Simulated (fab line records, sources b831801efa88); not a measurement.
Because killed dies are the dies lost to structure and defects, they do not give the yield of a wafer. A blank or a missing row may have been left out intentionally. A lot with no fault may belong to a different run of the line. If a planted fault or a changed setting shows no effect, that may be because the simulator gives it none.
fab line records -- flow sky130 -- part 1 of 2: steps 1 to 29 of 39
record lots=5, wafers=15, lastDay=50
route steps=708 shown METAL4@625 VIA4@639 METAL5@661
lots with no fault: from the same line, run without faults
startH: the number of hours between the record's first day and the start of the first shown wafer of the lot -- waitH: time in hours since the lot's previous step -- " repeats the value in the row above -- L1.1+2: a single row standing in for several wafers -- - no value present, or no start provided -- * or withheld: withheld -- < > ~ a bound
route shown NAME@n: names a module that has steps shown in the file, with the first one's number in the route -- usual: the fault-free wafers' mean and standard deviation -- same: alike in all rows -- chamber/n: place in a boat -- sites: readings site by site -- _std_site: the values' standard deviation -- _edge_site: the outer-site mean with the inner-site mean subtracted -- radiusMm: for every site, how far away it sits from the centre of the wafer -- mask NAME#n: copy n -- behind: tool/chamber where the wafer was last shaped -- hold: cause of the lot's hold/its duration in hours/its outcome -- device: which transistor (n, p or np) failed to switch -- end of line: the route-end tests of the same wafers -- a step without rows: its recipe alone -- killed: not the wafer's yield, but the dies lost to structure and defects at the first sort -- map: dies across one wafer; x = killed, . = not, _ = none there
set.NAME: setting as actually run; set.NAME@STEP: the setting as run at that earlier step -- model.NAME: the simulator's own value behind a step, which no gauge read
lots at some steps of the route; a table a step, a row a wafer
services: a tool's chamber out of use, with start hour (startH, from the record's first day; less than 0 if before it), hours out, and reason
## steps
# step SKY_METAL4_SOFTBAKE_09
# recipe tempC=100, timeS=90, resist=KrF-thick
lot.wafer,tool,chamber,startH,waitH
L076.1+2+6,lithoTrack-01,0,-,-
L083.1+2+4,lithoTrack-01,0,-,-
L087.3+5+6,lithoTrack-02,0,-,-
L095.1+3+5,lithoTrack-03,0,-,-
L096.2+5+6,lithoTrack-01,0,-,-
# step SKY_METAL4_EXPOSE_10
# recipe maskId=MM4, na=0.68, sourceShape=annular, sigmaInner=0.4, sigmaOuter=0.8, targetCdNm=300, doseMj=28
# usual exposureDoseMJCm2=27.96/0.03
lot.wafer,tool,chamber,startH,waitH,mask,exposureDoseMJCm2
L076.1,krfScanner-01,0,-,-,MM4#0,27.96
L076.2,krfScanner-01,0,-,-,MM4#0,27.97
L076.6,krfScanner-01,0,-,-,MM4#0,27.96
L083.1,krfScanner-01,0,-,-,MM4#0,27.95
L083.2,krfScanner-01,0,-,-,MM4#0,28.01
L083.4,krfScanner-01,0,-,-,MM4#0,27.97
L087.3,krfScanner-02,0,-,-,MM4#0,28.00
L087.5,krfScanner-02,0,-,-,MM4#0,27.98
L087.6,krfScanner-02,0,-,-,MM4#0,27.93
L095.1,krfScanner-02,0,-,-,MM4#0,27.93
L095.3,krfScanner-02,0,-,-,MM4#0,28.03
L095.5,krfScanner-02,0,-,-,MM4#0,27.95
L096.2,krfScanner-02,0,-,-,MM4#0,27.95
L096.5,krfScanner-02,0,-,-,MM4#0,27.98
L096.6,krfScanner-02,0,-,-,MM4#0,27.97
# step SKY_METAL4_PEB_11
# recipe pebTempC=withheld, pebTimeS=withheld, resist=KrF-thick
lot.wafer,tool,chamber,startH,waitH
L076.1+2+6,lithoTrack-02,0,-,-
L083.1+2+4,lithoTrack-01,0,-,-
L087.3+5+6,lithoTrack-01,0,-,-
L095.1+3+5,lithoTrack-03,0,-,-
L096.2+5+6,lithoTrack-01,0,-,-
# step SKY_METAL4_DEVELOP_12
# recipe developTimeS=60, resist=KrF-thick, devTempC=21
lot.wafer,tool,chamber,startH,waitH
L076.1+2+6,lithoTrack-02,0,-,-
L083.1+2+4,lithoTrack-01,0,-,-
L087.3+5+6,lithoTrack-01,0,-,-
L095.1+3+5,lithoTrack-03,0,-,-
L096.2+5+6,lithoTrack-01,0,-,-
# step SKY_METAL4_CD_MEAS_13
# recipe targetCdNm=300
# usual cdNm=299.6/1.5
lot.wafer,tool,chamber,startH,waitH,cdNm
L076.1,cdSem-01,-,993.00,-,300.9
L076.2,cdSem-01,-,993.00,-,301.9
L076.6,cdSem-01,-,993.00,-,298.3
L083.1,cdSem-01,-,1044.61,-,300.3
L083.2,cdSem-01,-,1044.61,-,299.2
L083.4,cdSem-01,-,1044.61,-,299.4
L087.3,cdSem-01,-,1071.55,-,298.4
L087.5,cdSem-01,-,1071.55,-,300.4
L087.6,cdSem-01,-,1071.55,-,298.4
L095.1,cdSem-02,-,1106.43,-,298.9
L095.3,cdSem-02,-,1106.43,-,300.2
L095.5,cdSem-02,-,1106.43,-,298.5
L096.2,cdSem-01,-,1121.73,-,296.5
L096.5,cdSem-01,-,1121.73,-,296.8
L096.6,cdSem-01,-,1121.73,-,297.7
# step SKY_METAL4_OVL_MEAS_14
# usual METAL4_OVL=-2/5.1
lot.wafer,tool,chamber,startH,waitH,METAL4_OVL[nm]
L076.1,overlay-01,-,993.12,0.1,-3
L076.2,overlay-01,-,993.12,0.1,-10
L076.6,overlay-01,-,993.12,0.1,-3
L083.1,overlay-01,-,1044.73,0.1,3
L083.2,overlay-01,-,1044.73,0.1,0
L083.4,overlay-01,-,1044.73,0.1,-3
L087.3,overlay-01,-,1071.64,0.1,-1
L087.5,overlay-01,-,1071.64,0.1,-2
L087.6,overlay-01,-,1071.64,0.1,-6
L095.1,overlay-01,-,1106.55,0.1,-8
L095.3,overlay-01,-,1106.55,0.1,-7
L095.5,overlay-01,-,1106.55,0.1,-3
L096.2,overlay-01,-,1121.84,0.1,-4
L096.5,overlay-01,-,1121.84,0.1,7
L096.6,overlay-01,-,1121.84,0.1,4
# step SKY_METAL4_DESCUM_15
# recipe chemistry=O2, sourcePowerW=150, biasPowerW=0, pressureMtorr=10, tempC=40, timeS=8
# usual drypumpMotorCurrentA=6.2/0.37, oesProductAu=1.006/0.011
lot.wafer,tool,chamber,startH,waitH,drypumpMotorCurrentA,oesProductAu,rfHoursCounterH
L076.1,rieMetal-04,0,993.16,0.0,5.7,1.016,14
L076.2,rieMetal-04,1,993.16,0.0,6.5,0.999,6
L076.6,rieMetal-04,0,993.16,0.0,5.7,1.013,-
L083.1,rieMetal-01,1,1044.77,0.0,5.9,1.002,15
L083.2,rieMetal-01,1,1044.77,0.0,6.0,0.996,-
L083.4,rieMetal-01,1,1044.77,0.0,5.9,0.998,-
L087.3,rieMetal-01,0,1071.68,0.0,6.2,1.019,-
L087.5,rieMetal-01,1,1071.68,0.0,5.9,0.997,-
L087.6,rieMetal-01,0,1071.68,0.0,6.2,1.016,-
L095.1,rieMetal-04,0,1106.58,0.0,5.7,1.005,21
L095.3,rieMetal-04,1,1106.58,0.0,6.5,1.009,-
L095.5,rieMetal-04,1,1106.58,0.0,6.5,1.024,-
L096.2,rieMetal-04,0,1121.87,0.0,5.7,1.014,22
L096.5,rieMetal-04,0,1121.87,0.0,5.7,1.008,-
L096.6,rieMetal-04,1,1121.87,0.0,6.5,1.005,-
# step SKY_METAL4_ETCH_16
# recipe chemistry=N2/H2, target=BARC, ionEnergyEv=200, biasW=100, pressureMtorr=30, n2FlowSccm=100, h2FlowSccm=200, icpW=500, stopOn=SiO2, timeS=88.2, targetDepthA=600
# usual drypumpMotorCurrentA=6.2/0.37, oesProductAu=0.626/0.0045, throttleValvePct=13.204/0.0087
lot.wafer,tool,chamber,startH,waitH,drypumpMotorCurrentA,oesProductAu,rfHoursCounterH,throttleValvePct
L076.1,rieMetal-04,0,993.19,0.0,5.7,0.627,14,13.194
L076.2,rieMetal-04,1,993.19,0.0,6.6,0.621,6,13.191
L076.6,rieMetal-04,0,993.19,0.0,5.7,0.628,-,13.204
L083.1,rieMetal-01,1,1044.83,0.1,5.9,0.627,15,13.214
L083.2,rieMetal-01,1,1044.83,0.1,5.9,0.628,-,13.197
L083.4,rieMetal-01,1,1044.83,0.1,5.9,0.629,-,13.210
L087.3,rieMetal-01,0,1071.75,0.1,6.3,0.633,-,13.202
L087.5,rieMetal-01,1,1071.75,0.1,5.9,0.627,-,13.189
L087.6,rieMetal-01,0,1071.75,0.1,6.2,0.629,-,13.205
L095.1,rieMetal-04,0,1106.61,0.0,5.7,0.632,21,13.217
L095.3,rieMetal-04,1,1106.61,0.0,6.6,0.628,-,13.199
L095.5,rieMetal-04,1,1106.61,0.0,6.6,0.624,-,13.209
L096.2,rieMetal-04,0,1121.90,0.0,5.7,0.625,22,13.207
L096.5,rieMetal-04,0,1121.90,0.0,5.7,0.618,-,13.204
L096.6,rieMetal-04,1,1121.90,0.0,6.5,0.631,-,13.201
# step SKY_METAL4_ETCH_17
# recipe target=SiO2, stopOn=TiN, chemistry=C4F8/O2/Ar, sourceW=1500, biasW=1200, pressureMtorr=40, c4f8FlowSccm=withheld, O2_flow_sccm=6, Ar_flow_sccm=300, timeS=3.9, targetDepthA=150
# usual oesProductAu=0.756/0.0062
lot.wafer,tool,chamber,startH,waitH,oesProductAu,rfHoursCounterH
L076.1,rieDiel-03,3,993.29,0.1,0.752,22
L076.2,rieDiel-03,0,993.29,0.1,0.742,12
L076.6,rieDiel-03,0,993.29,0.1,0.754,-
L083.1,rieDiel-02,0,1045.03,0.2,0.750,11
L083.2,rieDiel-02,2,1045.03,0.2,0.760,12
L083.4,rieDiel-02,3,1045.03,0.2,0.758,1
L087.3,rieDiel-04,3,1071.84,0.0,0.765,25
L087.5,rieDiel-04,3,1071.84,0.0,0.764,-
L087.6,rieDiel-04,0,1071.84,0.0,0.766,-
L095.1,rieDiel-03,1,1106.71,0.1,0.751,23
L095.3,rieDiel-03,3,1106.71,0.1,0.764,25
L095.5,rieDiel-03,0,1106.71,0.1,0.756,-
L096.2,rieDiel-04,3,1122.00,0.1,0.758,27
L096.5,rieDiel-04,2,1122.00,0.1,0.754,-
L096.6,rieDiel-04,0,1122.00,0.1,0.765,-
# step SKY_METAL4_METAL_ETCH_18
# recipe targetDepthA=8450, stopOn=SiO2, overEtchFrac=0.3, timeS=183.1, chemistry=Cl2/BCl3, resistSidewallDeg=88, pressureMtorr=10, icpW=900, biasW=48.5, Cl2_flow_sccm=60, bcl3FlowSccm=30
# usual drypumpMotorCurrentA=6.18/0.28, oesProductAu=0.867/0.0065, throttleValvePct=22.264/0.0086
lot.wafer,tool,chamber,startH,waitH,drypumpMotorCurrentA,oesProductAu,rfHoursCounterH,throttleValvePct
L076.1,rieMetal-01,0,993.31,0.0,6.22,0.861,15,22.262
L076.2,rieMetal-01,1,993.31,0.0,5.93,0.869,11,22.269
L076.6,rieMetal-01,0,993.31,0.0,6.20,0.855,-,22.260
L083.1,rieMetal-04,1,1045.04,0.0,6.54,0.858,10,22.251
L083.2,rieMetal-04,0,1045.04,0.0,5.66,0.864,17,22.258
L083.4,rieMetal-04,0,1045.04,0.0,5.66,0.868,-,22.256
L087.3,rieMetal-02,1,1071.92,0.1,6.54,0.873,-,22.268
L087.5,rieMetal-02,1,1071.92,0.1,6.55,0.874,-,22.279
L087.6,rieMetal-02,0,1071.92,0.1,6.30,0.874,-,22.254
L095.1,rieMetal-01,1,1106.73,0.0,5.92,0.873,20,22.252
L095.3,rieMetal-01,1,1106.73,0.0,5.93,0.858,-,22.270
L095.5,rieMetal-01,0,1106.73,0.0,6.25,0.861,-,22.256
L096.2,rieMetal-01,1,1122.02,0.0,5.98,0.858,21,22.264
L096.5,rieMetal-01,1,1122.02,0.0,5.95,0.859,-,22.272
L096.6,rieMetal-01,0,1122.02,0.0,6.23,0.866,-,22.264
# step SKY_METAL4_STRIP_19
# recipe chemistry=O2/N2, powerW=1400, pressureMtorr=1500, platenTempC=withheld, o2FlowSccm=3000, n2FlowSccm=300, overashFraction=0.5
# usual drypumpMotorCurrentA=5.6/0.39, oesProductAu=0.501/0.0062, stripTimeToEndpointS=6.49/0.11
lot.wafer,tool,chamber,startH,waitH,drypumpMotorCurrentA,oesProductAu,rfHoursCounterH,stripTimeToEndpointS
L076.1,plasmaAsher-03,1,993.48,0.1,5.4,0.497,24,6.46
L076.2,plasmaAsher-03,0,993.48,0.1,6.4,0.508,24,6.64
L076.6,plasmaAsher-03,1,993.48,0.1,5.4,0.501,-,6.47
L083.1,plasmaAsher-03,1,1045.28,0.2,5.4,0.503,30,6.52
L083.2,plasmaAsher-03,0,1045.28,0.2,6.4,0.502,30,6.53
L083.4,plasmaAsher-03,1,1045.28,0.2,5.4,0.507,-,6.57
L087.3,plasmaAsher-03,0,1072.07,0.1,6.4,0.507,-,6.58
L087.5,plasmaAsher-03,0,1072.07,0.1,6.4,0.513,-,6.52
L087.6,plasmaAsher-03,1,1072.07,0.1,5.4,0.492,-,6.24
L095.1,plasmaAsher-01,0,1106.91,0.1,5.2,0.501,62,6.61
L095.3,plasmaAsher-01,0,1106.91,0.1,5.2,0.508,-,6.61
L095.5,plasmaAsher-01,0,1106.91,0.1,5.2,0.502,-,6.47
L096.2,plasmaAsher-04,1,1122.19,0.1,5.8,0.511,101,6.57
L096.5,plasmaAsher-04,0,1122.19,0.1,5.7,0.504,-,6.53
L096.6,plasmaAsher-04,1,1122.19,0.1,5.8,0.495,-,6.30
# step SKY_METAL4_STRIP_20
# recipe chemistry=postEtchResidueRemover, timeS=1200, tempC=72.5
lot.wafer,tool,chamber,startH,waitH
L076.1+2+6,wetBench-02,0,993.58,0.1
L083.1+2+4,wetBench-03,2,1045.38,0.1
L087.3+5+6,wetBench-04,2,1072.14,0.0
L095.1+3+5,wetBench-02,3,1107.01,0.1
L096.2+5+6,wetBench-02,2,1122.29,0.1
# step SKY_METAL4_CLEAN_21
# recipe chemistry=IPA, timeS=180, tempC=25
lot.wafer,tool,chamber,startH,waitH
L076.1+2+6,wetBench-04,2,993.93,0.0
L083.1+2+4,wetBench-02,1,1045.79,0.0
L087.3+5+6,wetBench-03,2,1072.48,0.0
L095.1+3+5,wetBench-04,1,1107.38,0.0
L096.2+5+6,wetBench-03,0,1122.67,0.0
# step SKY_METAL4_CLEAN_22
# recipe chemistry=O3/DIW, dry=n2Spin
lot.wafer,tool,chamber,startH,waitH
L076.1+2+6,wetBench-02,3,993.98,0.0
L083.1+2+4,wetBench-04,1,1045.85,0.0
L087.3+5+6,wetBench-02,2,1072.54,0.0
L095.1+3+5,wetBench-03,3,1107.44,0.0
L096.2+5+6,wetBench-04,0,1122.72,0.0
# step SKY_VIA4_HDPCVD_00
# recipe material=SiO2, targetThkNm=1750, sigmaOpenFrac=0.3, timeS=291.7, tempC=400, sih4FlowSccm=60, pressureMtorr=6
lot.wafer,tool,chamber,startH,waitH
L076.1+2+6,hdpcvd-02,"0,2,0",994.08,0.0
L083.1+2+4,hdpcvd-02,"1,0,0",1046.04,0.0
L087.3+5+6,hdpcvd-01,"0,2,0",1072.63,0.0
L095.1+3+5,hdpcvd-01,"0,1,1",1107.53,0.0
L096.2+5+6,hdpcvd-01,"2,2,0",1122.82,0.0
# step SKY_VIA4_THK_MEAS_01
# recipe reads=SiO2_of_VIA4_HDPCVD_00
# usual VIA4_HDPCVD_THK=1754/17
lot.wafer,tool,chamber,startH,waitH,VIA4_HDPCVD_THK[nm]
L076.1,filmMetro-04,-,994.25,0.1,1733
L076.2,filmMetro-04,-,994.25,0.1,1750
L076.6,filmMetro-04,-,994.25,0.1,1747
L083.1,filmMetro-01,-,1046.21,0.1,1767
L083.2,filmMetro-01,-,1046.21,0.1,1762
L083.4,filmMetro-01,-,1046.21,0.1,1771
L087.3,filmMetro-04,-,1072.83,0.1,1784
L087.5,filmMetro-04,-,1072.83,0.1,1752
L087.6,filmMetro-04,-,1072.83,0.1,1764
L095.1,filmMetro-02,-,1107.71,0.1,1749
L095.3,filmMetro-02,-,1107.71,0.1,1760
L095.5,filmMetro-02,-,1107.71,0.1,1763
L096.2,filmMetro-01,-,1123.00,0.1,1740
L096.5,filmMetro-01,-,1123.00,0.1,1736
L096.6,filmMetro-01,-,1123.00,0.1,1757
# step SKY_VIA4_CMP_02
# recipe material=SiO2, downForcePsi=4, platenRpm=60, padVelocityMS=0.94248
# usual headPressurePsi=3.999/0.0081, motorCurrentA=12.1/1.3
lot.wafer,tool,chamber,startH,waitH,headPressurePsi,motorCurrentA
L076.1,cmp-01,2,994.36,0.1,3.996,11.3
L076.2,cmp-01,3,994.36,0.1,3.996,11.6
L076.6,cmp-01,2,994.36,0.1,4.005,11.6
L083.2,cmp-01,1,1046.32,0.1,3.996,13.7
L083.1,cmp-01,2,1046.32,0.1,4.005,11.9
L083.4,cmp-01,3,1046.32,0.1,3.997,10.8
L087.3,cmp-01,3,1072.97,0.1,3.997,11.3
L087.5,cmp-01,1,1072.97,0.1,3.996,13.3
L087.6,cmp-01,2,1072.97,0.1,3.990,11.7
L095.1,cmp-01,3,1107.77,0.1,3.996,11.1
L095.3,cmp-01,0,1107.77,0.1,3.984,11.0
L095.5,cmp-01,0,1107.77,0.1,3.992,10.8
L096.2,cmp-02,1,1123.15,0.1,3.996,11.7
L096.5,cmp-02,3,1123.15,0.1,3.997,13.0
L096.6,cmp-02,0,1123.15,0.1,4.005,10.7
# step SKY_VIA4_BOW_MEAS_03
# recipe mode=bow
# usual VIA4_BOW=78/9
lot.wafer,tool,chamber,startH,waitH,VIA4_BOW[um]
L076.1,filmMetro-01,-,994.61,0.2,80
L076.2,filmMetro-01,-,994.61,0.2,90
L076.6,filmMetro-01,-,994.61,0.2,78
L083.1,filmMetro-04,-,1046.57,0.1,79
L083.2,filmMetro-04,-,1046.57,0.1,82
L083.4,filmMetro-04,-,1046.57,0.1,67
L087.3,filmMetro-04,-,1073.21,0.2,87
L087.5,filmMetro-04,-,1073.21,0.2,73
L087.6,filmMetro-04,-,1073.21,0.2,85
L095.1,filmMetro-01,-,1108.07,0.2,82
L095.3,filmMetro-01,-,1108.07,0.2,84
L095.5,filmMetro-01,-,1108.07,0.2,85
L096.2,filmMetro-01,-,1123.37,0.2,73
L096.5,filmMetro-01,-,1123.37,0.2,86
L096.6,filmMetro-01,-,1123.37,0.2,67
# step SKY_VIA4_DEHYDRATE_04
# recipe tempC=200, timeS=60
lot.wafer,tool,chamber,startH,waitH
L076.1+2+6,lithoTrack-01,0,1005.71,11.1
L083.1+2+4,lithoTrack-04,0,1056.86,10.3
L087.3+5+6,lithoTrack-04,0,1083.41,10.2
L095.1+3+5,lithoTrack-04,0,1117.41,9.3
L096.2+5+6,lithoTrack-01,0,1132.54,9.1
# step SKY_VIA4_HMDS_05
# recipe primeTimeS=60, primeTempC=120
lot.wafer,tool,chamber,startH,waitH
L076.1+2+6,lithoTrack-01,0,1005.86,0.1
L083.1+2+4,lithoTrack-04,0,1057.01,0.1
L087.3+5+6,lithoTrack-04,0,1083.56,0.1
L095.1+3+5,lithoTrack-04,0,1117.56,0.1
L096.2+5+6,lithoTrack-01,0,1132.69,0.1
# step SKY_VIA4_COAT_06
# recipe resist=NOVOLAK, spinRpm=3000, resistThkNm=1140
lot.wafer,tool,chamber,startH,waitH
L076.1+2+6,lithoTrack-01,0,1006.01,0.1
L083.1+2+4,lithoTrack-04,0,1057.16,0.1
L087.3+5+6,lithoTrack-04,0,1083.71,0.1
L095.1+3+5,lithoTrack-04,0,1117.71,0.1
L096.2+5+6,lithoTrack-01,0,1132.84,0.1
# step SKY_VIA4_SOFTBAKE_07
# recipe tempC=90, timeS=60, resist=NOVOLAK
lot.wafer,tool,chamber,startH,waitH
L076.1+2+6,lithoTrack-01,0,1006.16,0.1
L083.1+2+4,lithoTrack-04,0,1057.31,0.1
L087.3+5+6,lithoTrack-04,0,1083.86,0.1
L095.1+3+5,lithoTrack-04,0,1117.86,0.1
L096.2+5+6,lithoTrack-01,0,1132.99,0.1
# step SKY_VIA4_EXPOSE_08
# recipe maskId=VIM4, na=0.6, sourceShape=conventional, sigmaOuter=0.6, polarization=unpolarized, targetCdNm=800, doseMj=132
# usual exposureDoseMJCm2=132.02/0.14
lot.wafer,tool,chamber,startH,waitH,mask,exposureDoseMJCm2
L076.1,ilineStepper-01,0,-,-,VIM4#0,131.88
L076.2,ilineStepper-01,0,-,-,VIM4#0,131.86
L076.6,ilineStepper-01,0,-,-,VIM4#0,131.85
L083.1,ilineStepper-02,0,-,-,VIM4#0,132.05
L083.2,ilineStepper-02,0,-,-,VIM4#0,132.10
L083.4,ilineStepper-02,0,-,-,VIM4#0,132.18
L087.3,ilineStepper-01,0,-,-,VIM4#0,132.09
L087.5,ilineStepper-01,0,-,-,VIM4#0,132.11
L087.6,ilineStepper-01,0,-,-,VIM4#0,132.18
L095.1,ilineStepper-01,0,-,-,VIM4#0,131.89
L095.3,ilineStepper-01,0,-,-,VIM4#0,132.15
L095.5,ilineStepper-01,0,-,-,VIM4#0,131.95
L096.2,ilineStepper-02,0,-,-,VIM4#0,132.09
L096.5,ilineStepper-02,0,-,-,VIM4#0,131.81
L096.6,ilineStepper-02,0,-,-,VIM4#0,131.80
# step SKY_VIA4_PEB_09
# recipe tempC=withheld, timeS=*, resist=NOVOLAK
lot.wafer,tool,chamber,startH,waitH
L076.1+2+6,lithoTrack-01,0,-,-
L083.1+2+4,lithoTrack-01,0,-,-
L087.3+5+6,lithoTrack-03,0,-,-
L095.1+3+5,lithoTrack-03,0,-,-
L096.2+5+6,lithoTrack-04,0,-,-
# step SKY_VIA4_DEVELOP_10
# recipe resist=NOVOLAK, developer=TMAH, developTimeS=60, devTempC=23
lot.wafer,tool,chamber,startH,waitH
L076.1+2+6,lithoTrack-01,0,1016.61,0.1
L083.1+2+4,lithoTrack-01,0,1067.51,0.1
L087.3+5+6,lithoTrack-03,0,1094.02,0.1
L095.1+3+5,lithoTrack-03,0,1127.33,0.1
L096.2+5+6,lithoTrack-04,0,1142.38,0.1
# step SKY_VIA4_OVL_MEAS_11
# usual VIA4_OVL=0.5/1.3
lot.wafer,tool,chamber,startH,waitH,VIA4_OVL[nm]
L076.1,overlay-02,-,1016.76,0.1,1.4
L076.2,overlay-02,-,1016.76,0.1,2.3
L076.6,overlay-02,-,1016.76,0.1,1.2
L083.1,overlay-02,-,1067.66,0.1,0.9
L083.2,overlay-02,-,1067.66,0.1,-0.1
L083.4,overlay-02,-,1067.66,0.1,1.0
L087.3,overlay-01,-,1094.14,0.1,2.9
L087.5,overlay-01,-,1094.14,0.1,1.6
L087.6,overlay-01,-,1094.14,0.1,1.3
L095.1,overlay-02,-,1127.48,0.1,0.6
L095.3,overlay-02,-,1127.48,0.1,-1.9
L095.5,overlay-02,-,1127.48,0.1,-0.8
L096.2,overlay-02,-,1142.51,0.1,-1.2
L096.5,overlay-02,-,1142.51,0.1,-1.1
L096.6,overlay-02,-,1142.51,0.1,-2.1
# step SKY_VIA4_ETCH_12
# recipe target=SiO2, chemistry=C4F8/O2/Ar, stopOn=TiN, maskMaterial=NOVOLAK, sourceW=1500, biasW=1200, pressureMtorr=40, c4f8FlowSccm=withheld, O2_flow_sccm=6, Ar_flow_sccm=300, timeS=withheld, targetDepthA=5800
# usual oesProductAu=0.926/0.0045
lot.wafer,tool,chamber,startH,waitH,oesProductAu
L076.1,rieDiel-01,0,1016.80,0.0,0.928
L076.2,rieDiel-01,3,1016.80,0.0,0.929
L076.6,rieDiel-01,1,1016.80,0.0,0.923
L083.1,rieDiel-02,0,1067.70,0.0,0.929
L083.2,rieDiel-02,2,1067.70,0.0,0.921
L083.4,rieDiel-02,1,1067.70,0.0,0.919
L087.3,rieDiel-01,0,1094.16,0.0,0.928
L087.5,rieDiel-01,0,1094.16,0.0,0.929
L087.6,rieDiel-01,3,1094.16,0.0,0.927
L095.1,rieDiel-02,2,1127.51,0.0,0.929
L095.3,rieDiel-02,0,1127.51,0.0,0.929
L095.5,rieDiel-02,3,1127.51,0.0,0.935
L096.2,rieDiel-04,0,1142.54,0.0,0.920
L096.5,rieDiel-04,2,1142.54,0.0,0.921
L096.6,rieDiel-04,1,1142.54,0.0,0.925
# step SKY_VIA4_STRIP_13
# recipe chemistry=O2/N2, powerW=1400, pressureMtorr=1500, platenTempC=withheld, o2FlowSccm=3000, n2FlowSccm=300, overashFraction=0.5
# usual drypumpMotorCurrentA=5.6/0.48, oesProductAu=0.710/0.0046, stripTimeToEndpointS=12.82/0.036
lot.wafer,tool,chamber,startH,waitH,drypumpMotorCurrentA,oesProductAu,rfHoursCounterH,stripTimeToEndpointS
L076.1,plasmaAsher-02,1,1016.87,-,5.6,0.710,121,12.77
L076.2,plasmaAsher-02,0,1016.87,-,4.9,0.712,121,12.80
L076.6,plasmaAsher-02,1,1016.87,-,5.6,0.700,-,12.77
L083.1,plasmaAsher-02,1,1067.77,-,5.6,0.708,0,12.78
L083.2,plasmaAsher-02,0,1067.77,-,4.9,0.719,0,12.83
L083.4,plasmaAsher-02,0,1067.77,-,4.9,0.711,-,12.82
L087.3,plasmaAsher-03,1,1094.27,-,5.4,0.708,-,12.79
L087.5,plasmaAsher-03,0,1094.27,-,6.5,0.706,-,12.77
L087.6,plasmaAsher-03,1,1094.27,-,5.4,0.718,-,12.77
L095.1,plasmaAsher-03,0,1127.58,-,6.4,0.708,39,12.79
L095.3,plasmaAsher-03,1,1127.58,-,5.4,0.711,-,12.84
L095.5,plasmaAsher-03,1,1127.58,-,5.4,0.712,-,12.80
L096.2,plasmaAsher-03,1,1142.62,-,5.4,0.712,40,12.84
L096.5,plasmaAsher-03,0,1142.62,-,6.4,0.708,-,12.87
L096.6,plasmaAsher-03,1,1142.62,-,5.4,0.712,-,12.83
# step SKY_VIA4_STRIP_14
# recipe chemistry=postEtchResidueRemover, timeS=1200, tempC=72.5
lot.wafer,tool,chamber,startH,waitH
L076.1+2+6,wetBench-04,3,1016.97,0.1
L083.1+2+4,wetBench-04,2,1067.87,0.1
L087.3+5+6,wetBench-01,1,1094.33,0.0
L095.1+3+5,wetBench-03,2,1127.68,0.1
L096.2+5+6,wetBench-03,0,1142.72,0.1
